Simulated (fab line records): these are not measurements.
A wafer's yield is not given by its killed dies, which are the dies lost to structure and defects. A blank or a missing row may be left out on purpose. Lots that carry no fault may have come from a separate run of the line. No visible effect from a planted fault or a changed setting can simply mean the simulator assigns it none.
Check for tools in common || flow gf180mcu || Sample size 14 lots and 42 wafers

== WHY THIS WAS OPENED ==
Of 14 lots, 2 have the reading MVPSD_RS flagged at GF_VT_IMPLANT_RS_MEAS_49. Wafers without a fault read 1169.5 ohm/sq, standard deviation 2.7.
Rule: a lot gets a flag if all its wafers with a number sit over 4 standard deviations from that mean, or if no wafer of it has a number. The rest of the lots are taken to be sound.

{"lot": "L766", "measured": "day 7 19:40", "on": "filmMetro-04", "MVPSD_RS (ohm/sq), wafer by wafer": "1169.1 1170.7 1171.2", "flag": ""}
{"lot": "L770", "measured": "day 9 00:51", "on": "filmMetro-04", "MVPSD_RS (ohm/sq), wafer by wafer": "1164.3 1165.8 1165.7", "flag": ""}
{"lot": "L771", "measured": "day 9 05:40", "on": "filmMetro-03", "MVPSD_RS (ohm/sq), wafer by wafer": "1167.5 1168.5 1170.7", "flag": ""}
{"lot": "L772", "measured": "day 9 13:46", "on": "filmMetro-02", "MVPSD_RS (ohm/sq), wafer by wafer": "1174.3 1169.3 1170.1", "flag": ""}
{"lot": "L774", "measured": "day 10 02:47", "on": "filmMetro-04", "MVPSD_RS (ohm/sq), wafer by wafer": "1170.4 1166.1 1167.3", "flag": ""}
{"lot": "L776", "measured": "day 10 16:55", "on": "filmMetro-04", "MVPSD_RS (ohm/sq), wafer by wafer": "1170.0 1169.6 1165.9", "flag": ""}
{"lot": "L778", "measured": "day 11 04:19", "on": "filmMetro-02", "MVPSD_RS (ohm/sq), wafer by wafer": "1168.5 1168.4 1170.8", "flag": ""}
{"lot": "L782", "measured": "day 12 05:59", "on": "filmMetro-03", "MVPSD_RS (ohm/sq), wafer by wafer": "1199.1 1194.7 1197.4", "flag": "FLAGGED"}
{"lot": "L783", "measured": "day 12 13:13", "on": "filmMetro-02", "MVPSD_RS (ohm/sq), wafer by wafer": "1196.7 1196.9 1198.0", "flag": "FLAGGED"}
{"lot": "L784", "measured": "day 12 22:54", "on": "filmMetro-04", "MVPSD_RS (ohm/sq), wafer by wafer": "1170.0 1168.4 1168.2", "flag": ""}
{"lot": "L785", "measured": "day 13 05:40", "on": "filmMetro-03", "MVPSD_RS (ohm/sq), wafer by wafer": "1168.2 1172.8 1168.5", "flag": ""}
{"lot": "L786", "measured": "day 13 13:48", "on": "filmMetro-02", "MVPSD_RS (ohm/sq), wafer by wafer": "1167.9 1168.8 1167.2", "flag": ""}
{"lot": "L787", "measured": "day 13 19:48", "on": "filmMetro-03", "MVPSD_RS (ohm/sq), wafer by wafer": "1171.7 1173.9 1175.0", "flag": ""}
{"lot": "L788", "measured": "day 14 00:38", "on": "filmMetro-03", "MVPSD_RS (ohm/sq), wafer by wafer": "1170.2 1171.7 1167.9", "flag": ""}
The mean of the flagged lots' numbers is 1197.1 ohm/sq, +27.6 ohm/sq from the usual (+10 standard deviations).

== EACH LOT AND THE TOOL IT RAN ON ==
The record keeps 1 process step preceding the reading, out of 602 steps on the route. In each cell: the tool, then ch and the chambers that the sampled wafers went through, then the start.
{"lot": "L766", "flag": "", "GF_MVPSD_IMPLANT_08": "implanter-04 ch 0, day 5 06:34"}
{"lot": "L770", "flag": "", "GF_MVPSD_IMPLANT_08": "implanter-02 ch 0, day 6 08:55"}
{"lot": "L771", "flag": "", "GF_MVPSD_IMPLANT_08": "implanter-02 ch 0, day 6 12:25"}
{"lot": "L772", "flag": "", "GF_MVPSD_IMPLANT_08": "implanter-04 ch 0, day 6 19:39"}
{"lot": "L774", "flag": "", "GF_MVPSD_IMPLANT_08": "implanter-03 ch 0, day 7 06:26"}
{"lot": "L776", "flag": "", "GF_MVPSD_IMPLANT_08": "implanter-03 ch 0, day 7 19:31"}
{"lot": "L778", "flag": "", "GF_MVPSD_IMPLANT_08": "implanter-03 ch 0, day 8 06:00"}
{"lot": "L782", "flag": "FLAGGED", "GF_MVPSD_IMPLANT_08": "implanter-03 ch 0, day 9 05:50"}
{"lot": "L783", "flag": "FLAGGED", "GF_MVPSD_IMPLANT_08": "implanter-03 ch 0, day 9 10:58"}
{"lot": "L784", "flag": "", "GF_MVPSD_IMPLANT_08": "implanter-02 ch 0, day 9 18:47"}
{"lot": "L785", "flag": "", "GF_MVPSD_IMPLANT_08": "implanter-02 ch 0, day 10 02:07"}
{"lot": "L786", "flag": "", "GF_MVPSD_IMPLANT_08": "implanter-02 ch 0, day 10 09:30"}
{"lot": "L787", "flag": "", "GF_MVPSD_IMPLANT_08": "implanter-04 ch 0, day 10 13:38"}
{"lot": "L788", "flag": "", "GF_MVPSD_IMPLANT_08": "implanter-02 ch 0, day 10 19:16"}
What these steps do:
- GF_MVPSD_IMPLANT_08
- GF_VT_IMPLANT_RS_MEAS_49: measures by four-point-probe.

== FLAGGED AGAINST TOTAL, ONE TOOL AT A TIME (gauges that did the reading follow at the end) ==
{"step": "GF_MVPSD_IMPLANT_08", "tool": "implanter-02", "lots run": 6, "flagged": 0, "share of the flagged lots": "none", "sound lots run after its first flagged lot": "-"}
{"step": "GF_MVPSD_IMPLANT_08", "tool": "implanter-03", "lots run": 5, "flagged": 2, "share of the flagged lots": "all", "sound lots run after its first flagged lot": 0}
{"step": "GF_MVPSD_IMPLANT_08", "tool": "implanter-04", "lots run": 3, "flagged": 0, "share of the flagged lots": "none", "sound lots run after its first flagged lot": "-"}
{"step": "GF_VT_IMPLANT_RS_MEAS_49", "tool": "filmMetro-02", "lots run": 4, "flagged": 1, "share of the flagged lots": "some", "sound lots run after its first flagged lot": "1 (L786)"}
{"step": "GF_VT_IMPLANT_RS_MEAS_49", "tool": "filmMetro-03", "lots run": 5, "flagged": 1, "share of the flagged lots": "some", "sound lots run after its first flagged lot": "3 (L785,L787,L788)"}
{"step": "GF_VT_IMPLANT_RS_MEAS_49", "tool": "filmMetro-04", "lots run": 5, "flagged": 0, "share of the flagged lots": "none", "sound lots run after its first flagged lot": "-"}

== WHAT THE TABLE PERMITS ==
In the table, 1 row covers all flagged lots: implanter-03 at GF_MVPSD_IMPLANT_08.
- implanter-03 at GF_MVPSD_IMPLANT_08: 2 of its 5 lots flagged. Its last sound lot is L778 (day 8 06:00), its first flagged lot L782 (day 9 05:50): a fault that began between those two fits. Its own readings (doseIonsCm2) fall more than 4 standard deviations out on all wafers of the flagged lots.
implanter-03 at GF_MVPSD_IMPLANT_08 is the single tool remaining.

== WHAT WAS PUT IN BY THE SIMULATOR ==
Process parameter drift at GF_MVPSD_IMPLANT_08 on implanter-03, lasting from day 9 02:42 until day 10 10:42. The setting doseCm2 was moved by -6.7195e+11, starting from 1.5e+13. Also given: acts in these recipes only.
Lots struck among those shown: L782, L783. The rule above found the same.
